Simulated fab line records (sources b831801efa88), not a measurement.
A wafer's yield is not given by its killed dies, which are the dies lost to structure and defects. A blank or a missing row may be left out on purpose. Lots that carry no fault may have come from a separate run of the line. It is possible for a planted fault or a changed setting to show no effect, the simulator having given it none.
fab line records    flow sfq-line
record lots=12  wafers=36  last-day=91
route steps=325 shown L0@3 L0V@23
lots with no fault: from the same line, run without faults
start-h: the number of hours between the record's first day and the start of the first shown wafer of the lot    wait-h: hours since the lot's step before    " the same as in the row above    L1.1+2: several wafers, shown together as one row    - no value, or no start given    * or withheld: withheld    < > ~ a bound
route shown NAME@n: names a module that has steps shown in the file, with the first one's number in the route    usual: mean/standard deviation taken from wafers without a fault    same: alike in all rows    chamber/n: place in a boat    sites: the reading at each site    _std_site: the standard deviation of these    _edge_site: outer sites' mean less inner sites'    radius-mm: for every site, how far away it sits from the centre of the wafer    mask NAME#n: copy n    behind: the most recent tool/chamber to have shaped the wafer    hold: the reason the lot was held/the length of the hold in hours/how it ended    device: names the non-switching transistor (n, p or np)    end of line: at the end of the route, the tests of the same wafers    a step with no rows: only its recipe    killed: dies lost to structure and defects at the first sort, not the wafer's yield    map: shows each die of a wafer: x if killed, . if not, _ if none is there
set.NAME: the setting the step ran with; set.NAME@STEP: the setting that earlier step ran with    model.NAME: the simulator's own value behind a step, which no gauge read
a sample of lots followed through the steps of the route, with each step as a table and each wafer as a row
services: when a tool's chamber went out of use (start-h, in hours from the record's first day, below 0 if earlier), for how many hours, and the reason
## steps
# step SFQ_TRILAYER_L0_DEP_SPUTTER_003
# recipe material=MoNx_KI  base-pressure-pa=1.33e-06  target-thk-nm=40  power-w=800  time-s=100  chamber-pressure-pa=0.4
# usual throttle-valve-pct=30.5/0.97
lot.wafer  tool            chamber  start-h  wait-h  throttle-valve-pct
L631.4     pvd-sputter-03  -        12.49    0.0     30.0
L631.5     "               -        "        "       30.0
L631.6     "               -        "        "       28.9
L632.1     pvd-sputter-03  -        17.49    0.0     29.3
L632.4     "               -        "        "       31.9
L632.6     "               -        "        "       31.8
L633.4     pvd-sputter-06  -        22.49    0.0     30.5
L633.5     "               -        "        "       30.0
L633.6     "               -        "        "       30.1
L642.3     pvd-sputter-03  -        67.49    0.0     31.5
L642.5     "               -        "        "       28.9
L642.6     "               -        "        "       31.9
L643.3     pvd-sputter-03  -        72.49    0.0     29.2
L643.4     "               -        "        "       31.3
L643.6     "               -        "        "       31.4
L644.2     pvd-sputter-04  -        77.49    0.0     32.1
L644.3     "               -        "        "       30.9
L644.4     "               -        "        "       31.4
L645.1     pvd-sputter-06  -        82.49    0.0     30.1
L645.5     "               -        "        "       30.4
L645.6     "               -        "        "       30.4
L647.3     pvd-sputter-04  -        92.49    0.0     30.6
L647.4     "               -        "        "       32.0
L647.5     "               -        "        "       31.4
L648.2     pvd-sputter-04  -        97.49    0.0     31.4
L648.4     "               -        "        "       29.6
L648.6     "               -        "        "       29.5
L649.4     pvd-sputter-06  -        102.49   0.0     30.2
L649.5     "               -        "        "       30.1
L649.6     "               -        "        "       29.1
L650.1     pvd-sputter-04  -        107.49   0.0     31.9
L650.5     "               -        "        "       29.6
L650.6     "               -        "        "       31.5
L653.2     pvd-sputter-04  -        122.49   0.0     31.5
L653.4     "               -        "        "       29.5
L653.5     "               -        "        "       29.8
# step SFQ_L0_RS_MEAS_901
# recipe thk-meas-gauge=four-point-probe  reads=MoNx_KI_of_TRILAYER_L0_DEP_SPUTTER_003
# usual L0_MONX_KI_RS=43.5/0.49
lot.wafer  tool           chamber  start-h  wait-h  L0_MONX_KI_RS[ohm/sq]
L631.4     film-metro-02  -        12.62    0.1     42.9
L631.5     "              -        "        "       43.2
L631.6     "              -        "        "       42.7
L632.1     film-metro-02  -        17.56    0.0     43.5
L632.4     "              -        "        "       43.5
L632.6     "              -        "        "       43.6
L633.4     film-metro-04  -        22.62    0.1     44.0
L633.5     "              -        "        "       44.4
L633.6     "              -        "        "       44.0
L642.3     film-metro-03  -        67.60    0.1     43.4
L642.5     "              -        "        "       59.8
L642.6     "              -        "        "       43.4
L643.3     film-metro-02  -        72.60    0.1     60.4
L643.4     "              -        "        "       43.8
L643.6     "              -        "        "       43.7
L644.2     film-metro-03  -        77.74    0.2     43.1
L644.3     "              -        "        "       42.9
L644.4     "              -        "        "       43.0
L645.1     film-metro-03  -        82.56    0.0     44.1
L645.5     "              -        "        "       43.8
L645.6     "              -        "        "       44.3
L647.3     film-metro-02  -        92.60    0.1     43.3
L647.4     "              -        "        "       43.4
L647.5     "              -        "        "       43.2
L648.2     film-metro-03  -        97.58    0.1     43.3
L648.4     "              -        "        "       43.3
L648.6     "              -        "        "       42.9
L649.4     film-metro-02  -        102.62   0.1     43.5
L649.5     "              -        "        "       43.8
L649.6     "              -        "        "       44.1
L650.1     film-metro-02  -        107.56   0.0     43.6
L650.5     "              -        "        "       44.0
L650.6     "              -        "        "       43.8
L653.2     film-metro-02  -        122.58   0.1     43.3
L653.4     "              -        "        "       43.2
L653.5     "              -        "        "       43.0
# step SFQ_L0_THK_MEAS_902
# recipe thk-meas-gauge=xrf  reads=MoNx_KI_of_TRILAYER_L0_DEP_SPUTTER_003
# usual L0_MONX_KI_THK=40.2/0.46
lot.wafer  tool           chamber  start-h  wait-h  L0_MONX_KI_THK[nm]
L631.4     film-metro-02  -        12.71    0.1     40.9
L631.5     "              -        "        "       40.3
L631.6     "              -        "        "       40.9
L632.1     film-metro-02  -        17.68    0.1     40.0
L632.4     "              -        "        "       40.3
L632.6     "              -        "        "       40.0
L633.4     film-metro-04  -        22.71    0.1     39.5
L633.5     "              -        "        "       39.2
L633.6     "              -        "        "       40.0
L642.3     film-metro-03  -        67.70    0.1     40.2
L642.5     "              -        "        "       32.1
L642.6     "              -        "        "       40.2
L643.3     film-metro-02  -        72.70    0.1     31.6
L643.4     "              -        "        "       39.6
L643.6     "              -        "        "       40.2
L644.2     film-metro-03  -        77.85    0.1     40.7
L644.3     "              -        "        "       40.6
L644.4     "              -        "        "       40.8
L645.1     film-metro-03  -        82.68    0.1     39.9
L645.5     "              -        "        "       39.9
L645.6     "              -        "        "       39.7
L647.3     film-metro-02  -        92.70    0.1     40.3
L647.4     "              -        "        "       40.3
L647.5     "              -        "        "       40.3
L648.2     film-metro-03  -        97.69    0.1     40.7
L648.4     "              -        "        "       40.2
L648.6     "              -        "        "       41.0
L649.4     film-metro-02  -        102.71   0.1     40.0
L649.5     "              -        "        "       39.8
L649.6     "              -        "        "       39.5
L650.1     film-metro-02  -        107.68   0.1     40.0
L650.5     "              -        "        "       39.6
L650.6     "              -        "        "       39.7
L653.2     film-metro-02  -        122.69   0.1     40.3
L653.4     "              -        "        "       40.4
L653.5     "              -        "        "       40.6
# step SFQ_TRILAYER_L0_ETCH_METAL_ETCH_008
# recipe target=MoNx_KI  stop-on=SiO2  mask-material=PR  chemistry=SF6/O2  target-depth-nm=50  icp-w=600  bias-w=80  pressure-mtorr=10  time-s=25
# usual drypump-motor-current-A=6.1/0.45  oes-product-au=0.873/0.007
lot.wafer  tool          chamber  start-h  wait-h  drypump-motor-current-A  oes-product-au  rf-hours-counter-h
L631.4     rie-metal-02  1        77.62    0.0     5.6                      0.879           -
L631.5     "             1        "        "       5.6                      0.880           -
L631.6     "             0        "        "       6.1                      0.882           -
L632.1     rie-metal-01  1        86.01    0.0     5.6                      0.881           2
L632.4     "             1        "        "       5.6                      0.876           -
L632.6     "             1        "        "       5.6                      0.872           -
L633.4     rie-metal-02  1        89.62    0.0     5.6                      0.874           -
L633.5     "             0        "        "       6.0                      0.862           -
L633.6     "             1        "        "       5.5                      0.868           -
L642.3     rie-metal-02  1        126.82   0.0     5.6                      0.873           -
L642.5     "             0        "        "       6.0                      0.784           -
L642.6     "             1        "        "       5.6                      0.874           -
L643.3     rie-metal-04  1        128.02   0.0     6.6                      0.777           -
L643.4     "             0        "        "       6.4                      0.875           -
L643.6     "             0        "        "       6.5                      0.865           -
L644.2     rie-metal-02  0        129.21   0.0     6.1                      0.873           12
L644.3     "             0        "        "       6.1                      0.877           -
L644.4     "             1        "        "       5.6                      0.867           -
L645.1     rie-metal-04  1        130.41   0.0     6.6                      0.868           117
L645.5     "             1        "        "       6.6                      0.868           -
L645.6     "             0        "        "       6.5                      0.862           -
L647.3     rie-metal-01  0        155.19   0.0     5.4                      0.873           -
L647.4     "             1        "        "       5.6                      0.884           -
L647.5     "             0        "        "       5.4                      0.878           -
L648.2     rie-metal-04  0        162.38   0.0     6.4                      0.872           112
L648.4     "             0        "        "       6.4                      0.874           -
L648.6     "             1        "        "       6.6                      0.878           -
L649.4     rie-metal-04  1        170.27   0.0     6.7                      0.872           -
L649.5     "             1        "        "       6.5                      0.863           -
L649.6     "             0        "        "       6.4                      0.866           -
L650.1     rie-metal-04  1        175.05   0.0     6.6                      0.874           125
L650.5     "             0        "        "       6.5                      0.870           -
L650.6     "             1        "        "       6.6                      0.867           -
L653.2     rie-metal-01  0        196.65   0.0     5.4                      0.873           110
L653.4     "             1        "        "       5.6                      0.873           -
L653.5     "             0        "        "       5.4                      0.872           -
# step SFQ_L0V_OVL_MEAS_903
# usual L0V_OVL=-1/6
lot.wafer  tool        chamber  start-h  wait-h  L0V_OVL[nm]
L631.4     overlay-02  -        144.34   0.1     -2
L631.5     "           -        "        "       1
L631.6     "           -        "        "       -5
L632.1     overlay-02  -        150.32   0.1     0
L632.4     "           -        "        "       3
L632.6     "           -        "        "       7
L633.4     overlay-02  -        153.94   0.1     3
L633.5     "           -        "        "       3
L633.6     "           -        "        "       -5
L642.3     overlay-02  -        207.41   0.1     -6
L642.5     "           -        "        "       -1
L642.6     "           -        "        "       0
L643.3     overlay-01  -        212.21   0.1     -10
L643.4     "           -        "        "       -12
L643.6     "           -        "        "       -13
L644.2     overlay-01  -        213.40   0.1     4
L644.3     "           -        "        "       -2
L644.4     "           -        "        "       9
L645.1     overlay-01  -        214.59   0.1     -8
L645.5     "           -        "        "       -5
L645.6     "           -        "        "       -7
L647.3     overlay-02  -        256.61   0.1     -9
L647.4     "           -        "        "       -12
L647.5     "           -        "        "       -7
L648.2     overlay-01  -        266.20   0.1     4
L648.4     "           -        "        "       1
L648.6     "           -        "        "       2
L649.4     overlay-01  -        273.41   0.1     5
L649.5     "           -        "        "       4
L649.6     "           -        "        "       2
L650.1     overlay-02  -        282.99   0.1     1
L650.5     "           -        "        "       0
L650.6     "           -        "        "       0
L653.2     overlay-01  -        307.99   0.1     8
L653.4     "           -        "        "       1
L653.5     "           -        "        "       5
# step SFQ_TRILAYER_L0_VIA_ETCH_VIA_ETCH_016
# recipe target=SiO2  stop-on=MoNx_KI  mask-material=PR  chemistry=CHF3  target-depth-nm=80  source-w=500  bias-w=80  pressure-mtorr=30  time-s=withheld
# usual drypump-motor-current-A=5.6/0.43  oes-product-au=0.843/0.0073
lot.wafer  tool         chamber  start-h  wait-h  drypump-motor-current-A  oes-product-au
L631.4     rie-diel-03  3        144.39   0.0     5.7                      0.844
L631.5     "            3        "        "       5.8                      0.852
L631.6     "            0        "        "       5.6                      0.846
L632.1     rie-diel-02  1        150.39   0.0     5.1                      0.841
L632.4     "            2        "        "       5.9                      0.848
L632.6     "            3        "        "       6.2                      0.860
L633.4     rie-diel-01  0        153.99   0.0     6.2                      0.846
L633.5     "            0        "        "       6.2                      0.846
L633.6     "            3        "        "       5.4                      0.844
L642.3     rie-diel-01  0        207.47   0.0     6.2                      0.839
L642.5     "            3        "        "       5.4                      0.843
L642.6     "            0        "        "       6.3                      0.844
L643.3     rie-diel-03  3        212.27   0.0     5.7                      0.837
L643.4     "            2        "        "       4.7                      0.835
L643.6     "            0        "        "       5.5                      0.845
L644.2     rie-diel-03  2        213.47   0.0     4.7                      0.830
L644.3     "            3        "        "       5.8                      0.830
L644.4     "            0        "        "       5.6                      0.848
L645.1     rie-diel-01  2        214.67   0.0     5.5                      0.834
L645.5     "            2        "        "       5.5                      0.847
L645.6     "            3        "        "       5.4                      0.838
L647.3     rie-diel-01  1        256.67   0.0     5.4                      0.837
L647.4     "            3        "        "       5.4                      0.848
L647.5     "            2        "        "       5.5                      0.856
L648.2     rie-diel-02  1        266.27   0.0     5.1                      0.849
L648.4     "            2        "        "       5.9                      0.852
L648.6     "            1        "        "       5.2                      0.856
L649.4     rie-diel-02  3        273.49   0.0     6.2                      0.847
L649.5     "            2        "        "       5.9                      0.846
L649.6     "            1        "        "       5.2                      0.846
L650.1     rie-diel-02  3        283.07   0.0     6.2                      0.837
L650.5     "            1        "        "       5.2                      0.847
L650.6     "            0        "        "       5.9                      0.854
L653.2     rie-diel-03  1        308.06   0.0     5.6                      0.836
L653.4     "            0        "        "       5.6                      0.847
L653.5     "            1        "        "       5.6                      0.849
# step SFQ_TRILAYER_L0_VIA_STRIP_STRIP_017
# recipe gas=O2  power-w=200  platen-temp-c=40  overash-fraction=0.65  chemistry=O2  pressure-mtorr=50
# usual drypump-motor-current-A=5.8/0.35  oes-product-au=0.999/0.0072
lot.wafer  tool          chamber  start-h  wait-h  drypump-motor-current-A  oes-product-au  rf-hours-counter-h
L631.4     rie-metal-03  1        144.64   -       6.1                      1.013           -
L631.5     "             0        "        "       6.4                      1.002           -
L631.6     "             1        "        "       6.1                      1.006           -
L632.1     rie-metal-01  0        150.44   -       5.4                      1.005           105
L632.4     "             0        "        "       5.4                      1.001           -
L632.6     "             0        "        "       5.4                      1.006           -
L633.4     rie-metal-02  1        154.24   -       5.6                      0.995           -
L633.5     "             1        "        "       5.6                      1.002           -
L633.6     "             0        "        "       6.1                      0.986           -
L642.3     rie-metal-01  0        207.72   -       5.4                      0.986           -
L642.5     "             1        "        "       5.6                      0.995           -
L642.6     "             0        "        "       5.4                      1.008           -
L643.3     rie-metal-01  0        212.52   -       5.4                      0.992           -
L643.4     "             1        "        "       5.6                      1.002           -
L643.6     "             0        "        "       5.4                      1.009           -
L644.2     rie-metal-01  0        213.52   -       5.4                      0.994           113
L644.3     "             1        "        "       5.6                      0.997           -
L644.4     "             0        "        "       5.4                      1.000           -
L645.1     rie-metal-02  0        214.72   -       6.1                      0.994           24
L645.5     "             0        "        "       6.1                      0.990           -
L645.6     "             1        "        "       5.6                      0.996           -
L647.3     rie-metal-02  0        256.92   -       6.1                      0.993           -
L647.4     "             1        "        "       5.5                      0.993           -
L647.5     "             0        "        "       6.1                      0.985           -
L648.2     rie-metal-03  1        266.32   -       6.1                      1.008           11
L648.4     "             1        "        "       6.0                      0.999           -
L648.6     "             0        "        "       6.4                      1.001           -
L649.4     rie-metal-01  1        273.72   -       5.6                      0.992           -
L649.5     "             1        "        "       5.6                      0.992           -
L649.6     "             0        "        "       5.4                      0.997           -
L650.1     rie-metal-03  1        283.12   -       6.1                      1.010           14
L650.5     "             1        "        "       6.0                      1.006           -
L650.6     "             0        "        "       6.4                      1.015           -
L653.2     rie-metal-01  0        308.11   -       5.4                      0.995           129
L653.4     "             0        "        "       5.4                      1.000           -
L653.5     "             1        "        "       5.6                      1.005           -
## services
tool            chamber  start-h  hours  kind
rie-diel-01     2        -4.38    17.9   repair
rie-diel-02     3        2.01     6.5    repair
rie-metal-02    0        9.28     12.9   repair
rie-diel-02     -        10.92    0.8    repair
rie-diel-01     2        15.46    2.5    repair
rie-diel-02     -        38.16    2.8    pm
rie-diel-01     3        39.33    68.9   repair
rie-diel-03     1        46.77    5.7    repair
rie-diel-03     -        48.61    1.2    repair
rie-metal-01    -        54.87    4.3    pm
pvd-sputter-04  -        70.11    2.4    repair
rie-diel-03     3        72.86    17.3   repair
pvd-sputter-03  -        102.38   2.9    repair
pvd-sputter-04  -        115.77   2.3    repair
rie-diel-01     3        116.65   4.3    repair
rie-metal-04    -        121.53   1.4    pm
rie-metal-02    -        127.45   1.4    pm
rie-metal-04    0        148.24   13.7   repair
rie-diel-01     3        150.56   2.4    repair
rie-metal-04    1        179.79   14.2   repair
pvd-sputter-04  -        213.00   2.1    repair
rie-metal-01    0        219.21   2.0    repair
rie-metal-01    -        247.81   2.8    pm
rie-metal-04    0        294.62   6.7    repair
## key
first-sign step=SFQ_L0_RS_MEAS_901  reading=L0_MONX_KI_RS  direction=up  sigmas=34  usual=43.5  struck=60.1
effect step=SFQ_L0_THK_MEAS_902  reading=L0_MONX_KI_THK  direction=down  sigmas=18  usual=40.2  struck=31.8
effect step=SFQ_TRILAYER_L0_ETCH_METAL_ETCH_008  reading=oes-product-au  direction=down  sigmas=13  usual=0.873  struck=0.780
met-at SFQ_TRILAYER_L0_DEP_SPUTTER_003
struck-lots L642,L643
struck-wafers L642.5,L643.3
not-acting-at SFQ_L0V_OVL_MEAS_903,SFQ_TRILAYER_L0_VIA_ETCH_VIA_ETCH_016,SFQ_TRILAYER_L0_VIA_STRIP_STRIP_017
onset-between 17.49 67.49
fault kind=site-profile-drift  tool=pvd-sputter-03  chamber=-  onset-h=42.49  steps=SFQ_TRILAYER_L0_DEP_SPUTTER_003  basis=fraction  max-abs-drift=0.46882  slope-share-per-hr=104.18  site-pattern=0,0,0,0,0,-1,-1,-1,-1  scope=struck-wafers-only
